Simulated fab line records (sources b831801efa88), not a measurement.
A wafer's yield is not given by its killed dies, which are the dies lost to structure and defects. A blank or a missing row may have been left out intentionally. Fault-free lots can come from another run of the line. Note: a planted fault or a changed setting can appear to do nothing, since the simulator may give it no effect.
Which of the tools did it? | flow gf180mcu | 45 wafers from 15 lots sampled at 6 of the route's 602 steps

## WHAT EACH GAUGE READ, for each wafer
GF_NWELL_TW_MEAS_11. Usual: for NWELL_TW the level is 1565 and the standard deviation is 11.
lot  | measured    | on            | NWELL_TW       | flag
L150 | day 3 08:02 | film metro-03 | 1576 1579 1585 |
L152 | day 3 19:29 | film metro-04 | 1571 1567 1577 |
L155 | day 4 11:29 | film metro-01 | 30 30 30       | OFF
L156 | day 4 18:23 | film metro-01 | 29 30 30       | OFF
L157 | day 4 21:49 | film metro-04 | 30 30 30       | OFF
L159 | day 5 09:28 | film metro-01 | 1556 1561 1557 |
L163 | day 6 07:46 | film metro-01 | 1556 1564 1566 |
L164 | day 6 12:51 | film metro-01 | 1569 1556 1575 |
L165 | day 6 18:04 | film metro-01 | 1563 1569 1557 |
L166 | day 7 00:36 | film metro-03 | 1588 1585 1591 |
L168 | day 7 11:52 | film metro-03 | 1577 1585 1584 |
L170 | day 7 21:47 | film metro-04 | 1565 1560 1566 |
L171 | day 8 03:02 | film metro-03 | 1563 1578 1571 |
L172 | day 8 07:28 | film metro-03 | 1568 1563 1572 |
L173 | day 8 14:19 | film metro-01 | 1556 1562 1559 |

GF_V3_CD_MEAS_14: the cd target is 260 nm. Usual: cd nm at 259.7 nm, with a standard deviation of 1.2.
lot  | measured     | on        | cd nm (nm)        | flag
L150 | day 22 12:34 | cd sem-02 | 261.1 261.2 261.6 |
L152 | day 23 06:19 | cd sem-01 | 260.3 259.0 258.8 |
L155 | day 24 07:26 | cd sem-02 | 258.8 260.2 258.8 |
L156 | day 24 12:26 | cd sem-02 | 261.5 261.7 261.7 |
L157 | day 24 22:22 | cd sem-02 | 260.7 259.7 259.8 |
L159 | day 26 01:51 | cd sem-02 | 258.4 259.4 258.0 |
L163 | day 26 17:52 | cd sem-01 | 260.0 259.7 259.7 |
L164 | day 27 04:21 | cd sem-01 | 259.5 259.9 258.5 |
L165 | day 27 13:41 | cd sem-01 | 257.2 258.4 257.5 |
L166 | day 27 19:42 | cd sem-02 | 260.1 259.7 259.4 |
L168 | day 28 07:47 | cd sem-01 | 257.3 257.6 258.8 |
L170 | day 28 18:43 | cd sem-01 | 258.5 260.0 258.9 |
L171 | day 29 00:29 | cd sem-02 | 258.6 259.2 258.1 |
L172 | day 29 06:49 | cd sem-02 | 259.6 260.8 259.7 |
L173 | day 29 17:47 | cd sem-01 | 258.3 259.5 259.2 |

GF_M4_OVL_MEAS_15. Usual: for M4_OVL the level is 0 nm and the standard deviation is 4.9.
lot  | measured     | on         | M4_OVL (nm) | flag
L150 | day 23 13:00 | overlay-02 | 3 6 -1      |
L152 | day 24 06:54 | overlay-02 | -3 6 -1     |
L155 | day 25 05:59 | overlay-01 | 9 12 6      |
L156 | day 25 11:29 | overlay-02 | -4 -3 0     |
L157 | day 25 21:01 | overlay-02 | 0 -1 -1     |
L159 | day 27 00:05 | overlay-02 | -6 -10 2    |
L163 | day 27 15:20 | overlay-01 | -5 -2 -6    |
L164 | day 28 02:34 | overlay-01 | -2 -4 0     |
L165 | day 28 11:51 | overlay-01 | 5 -5 -3     |
L166 | day 28 17:11 | overlay-02 | 5 1 4       |
L168 | day 29 05:02 | overlay-01 | 6 1 1       |
L170 | day 29 15:32 | overlay-02 | -1 2 -6     |
L171 | day 29 21:11 | overlay-01 | 0 -5 -1     |
L172 | day 30 03:33 | overlay-01 | 0 -1 -4     |
L173 | day 30 14:10 | overlay-01 | -9 -9 -11   |

GF_V4_BOW_MEAS_05. Usual: for V4_BOW the level is 135 um and the standard deviation is 8.1.
lot  | measured     | on            | V4_BOW (um) | flag
L150 | day 23 14:16 | film metro-03 | 128 132 130 |
L152 | day 24 08:19 | film metro-03 | 125 134 138 |
L155 | day 25 07:22 | film metro-04 | 147 125 134 |
L156 | day 25 12:47 | film metro-04 | 126 131 121 |
L157 | day 25 22:16 | film metro-03 | 131 141 131 |
L159 | day 27 01:22 | film metro-03 | 126 127 128 |
L163 | day 27 16:38 | film metro-04 | 134 133 127 |
L164 | day 28 04:04 | film metro-04 | 140 120 129 |
L165 | day 28 13:08 | film metro-04 | 138 135 134 |
L166 | day 28 18:26 | film metro-03 | 154 130 140 |
L168 | day 29 06:20 | film metro-04 | 138 124 114 |
L170 | day 29 16:49 | film metro-04 | 139 139 133 |
L171 | day 29 22:29 | film metro-03 | 135 132 128 |
L172 | day 30 04:53 | film metro-03 | 142 141 133 |
L173 | day 30 15:26 | film metro-04 | 136 132 141 |

## WHICH TOOL RAN EACH LOT (tool, then ch and the chambers of the sampled wafers, then the start)
lot  | GF_DNWELL_STRIP_08                  | GF_NWELL_STRIP_10
L150 | plasma asher-04 ch 0,1, day 2 19:10 | plasma asher-01 ch 1, day 3 07:55
L152 | plasma asher-04 ch 0,1, day 3 06:04 | plasma asher-01 ch 0,1, day 3 19:23
L155 | plasma asher-03 ch 0,1, day 3 21:46 | plasma asher-02 ch 0,1, day 4 11:23
L156 | plasma asher-04 ch 0,1, day 4 04:02 | plasma asher-02 ch 0,1, day 4 18:18
L157 | plasma asher-01 ch 0,1, day 4 08:06 | plasma asher-02 ch 0,1, day 4 21:43
L159 | plasma asher-04 ch 0,1, day 4 18:51 | plasma asher-02 ch 0,1, day 5 09:22
L163 | plasma asher-01 ch 0,1, day 5 16:01 | plasma asher-01 ch 0,1, day 6 07:41
L164 | plasma asher-04 ch 0,1, day 5 21:39 | plasma asher-01 ch 0,1, day 6 12:45
L165 | plasma asher-01 ch 0,1, day 6 01:51 | plasma asher-02 ch 0,1, day 6 17:57
L166 | plasma asher-04 ch 1, day 6 08:46   | plasma asher-01 ch 0, day 7 00:30
L168 | plasma asher-03 ch 0,1, day 6 19:28 | plasma asher-01 ch 0,1, day 7 11:47
L170 | plasma asher-04 ch 0,1, day 7 05:04 | plasma asher-03 ch 0,1, day 7 21:42
L171 | plasma asher-01 ch 0,1, day 7 10:26 | plasma asher-01 ch 0,1, day 8 02:57
L172 | plasma asher-03 ch 0, day 7 15:39   | plasma asher-03 ch 0,1, day 8 07:21
L173 | plasma asher-04 ch 0, day 7 21:50   | plasma asher-01 ch 0,1, day 8 14:13
- GF_DNWELL_STRIP_08: strips in O2/N2.
- GF_NWELL_STRIP_10: strips in O2/N2.

## WHAT THE TOOLS THEMSELVES READ (means of the sampled wafers that have a number; where no wafer has one, the mark that the record gives instead)
GF_DNWELL_STRIP_08. Usual: chamber pressure mTorr 1500.1 mTorr, standard deviation 1.3; drypump motor current A 5.8 A, standard deviation 0.58; heater power w 317 W, standard deviation 26; oes product au 0.722 a.u., standard deviation 0.0046; strip time to endpoint s 36.99 s, standard deviation 0.092.
lot  | tool            | chamber pressure mTorr (mTorr) | drypump motor current A (A) | heater power w (W) | oes product au (a.u.) | strip time to endpoint s (s) | flag
L150 | plasma asher-04 | 1499.6                         | 5.5                         | 317                | 0.724                 | 36.88                        |
L152 | plasma asher-04 | 1500.0                         | 5.8                         | 326                | 0.717                 | 37.05                        |
L155 | plasma asher-03 | -                              | -                           | -                  | -                     | -                            | OFF
L156 | plasma asher-04 | -                              | -                           | -                  | -                     | -                            | OFF
L157 | plasma asher-01 | -                              | -                           | -                  | -                     | -                            | OFF
L159 | plasma asher-04 | 1499.2                         | 5.9                         | 331                | 0.718                 | 36.92                        |
L163 | plasma asher-01 | 1499.1                         | 5.8                         | 311                | 0.727                 | 37.10                        |
L164 | plasma asher-04 | 1502.0                         | 5.9                         | 327                | 0.723                 | 36.92                        |
L165 | plasma asher-01 | 1499.9                         | 5.8                         | 313                | 0.718                 | 37.06                        |
L166 | plasma asher-04 | 1500.3                         | 6.2                         | 340                | 0.718                 | 37.03                        |
L168 | plasma asher-03 | 1500.7                         | 5.9                         | 328                | 0.727                 | 36.98                        |
L170 | plasma asher-04 | 1500.3                         | 5.9                         | 330                | 0.724                 | 37.10                        |
L171 | plasma asher-01 | 1499.1                         | 6.0                         | 291                | 0.723                 | 37.09                        |
L172 | plasma asher-03 | 1501.1                         | 4.7                         | 359                | 0.720                 | 36.84                        |
L173 | plasma asher-04 | 1499.7                         | 5.2                         | 302                | 0.723                 | 36.97                        |

GF_NWELL_STRIP_10. Usual: chamber pressure mTorr 1500.1 mTorr, standard deviation 1.4; drypump motor current A 6.0 A, standard deviation 0.42; heater power w 322 W, standard deviation 27; oes product au 0.722 a.u., standard deviation 0.0043; strip time to endpoint s 36.99 s, standard deviation 0.097.
lot  | tool            | chamber pressure mTorr (mTorr) | drypump motor current A (A) | heater power w (W) | oes product au (a.u.) | strip time to endpoint s (s) | flag
L150 | plasma asher-01 | 1500.0                         | 6.3                         | 276                | 0.720                 | 36.93                        |
L152 | plasma asher-01 | 1499.3                         | 5.8                         | 308                | 0.723                 | 36.75                        |
L155 | plasma asher-02 | 1499.8                         | 6.1                         | 338                | 0.739                 | 81.13                        | OFF
L156 | plasma asher-02 | 1500.5                         | 6.1                         | 342                | 0.746                 | 81.44                        | OFF
L157 | plasma asher-02 | 1500.2                         | 6.1                         | 339                | 0.737                 | 81.26                        | OFF
L159 | plasma asher-02 | 1500.0                         | 6.1                         | 342                | 0.722                 | 37.03                        |
L163 | plasma asher-01 | 1498.8                         | 6.1                         | 296                | 0.721                 | 36.95                        |
L164 | plasma asher-01 | 1502.4                         | 6.1                         | 293                | 0.725                 | 36.83                        |
L165 | plasma asher-02 | 1500.7                         | 6.1                         | 342                | 0.725                 | 36.92                        |
L166 | plasma asher-01 | 1499.7                         | 5.6                         | 325                | 0.720                 | 37.06                        |
L168 | plasma asher-01 | 1500.4                         | 6.0                         | 293                | 0.723                 | 37.16                        |
L170 | plasma asher-03 | 1499.4                         | 5.9                         | 322                | 0.721                 | 36.91                        |
L171 | plasma asher-01 | 1500.1                         | 5.8                         | 305                | 0.722                 | 37.07                        |
L172 | plasma asher-03 | 1500.9                         | 5.4                         | 353                | 0.721                 | 37.02                        |
L173 | plasma asher-01 | 1499.4                         | 6.1                         | 293                | 0.720                 | 37.08                        |

## THE ANSWER, worked out from the rows above alone
Rule: take the mean of a lot's wafers that have a number; if it is more than 3 standard deviations from the usual mean, the lot is off. A lot without any number at a reading at which 4 lots or more have one is off too. All remaining lots with rows at the step are treated as sound. The gauges are gone through in route order, then the tools' own readings, and for those a lot's mean is taken as printed above. The first step at which some lot is off is used, and at that step the reading that is off furthest; a lot without a number counts as furthest.
Off: L155, L156, L157, seen at GF_NWELL_TW_MEAS_11 (NWELL_TW).
A tool fits if, at a process step before that reading, it ran every lot that is off, and no sound lot after the first of them. Not tried: the gauges at GF_NWELL_TW_MEAS_11; whatever is off there is also off at GF_DNWELL_STRIP_08, on other tools, and gauge error can't account for it. No candidate that was tried fits.

## WHAT THE SIMULATOR PUT IN
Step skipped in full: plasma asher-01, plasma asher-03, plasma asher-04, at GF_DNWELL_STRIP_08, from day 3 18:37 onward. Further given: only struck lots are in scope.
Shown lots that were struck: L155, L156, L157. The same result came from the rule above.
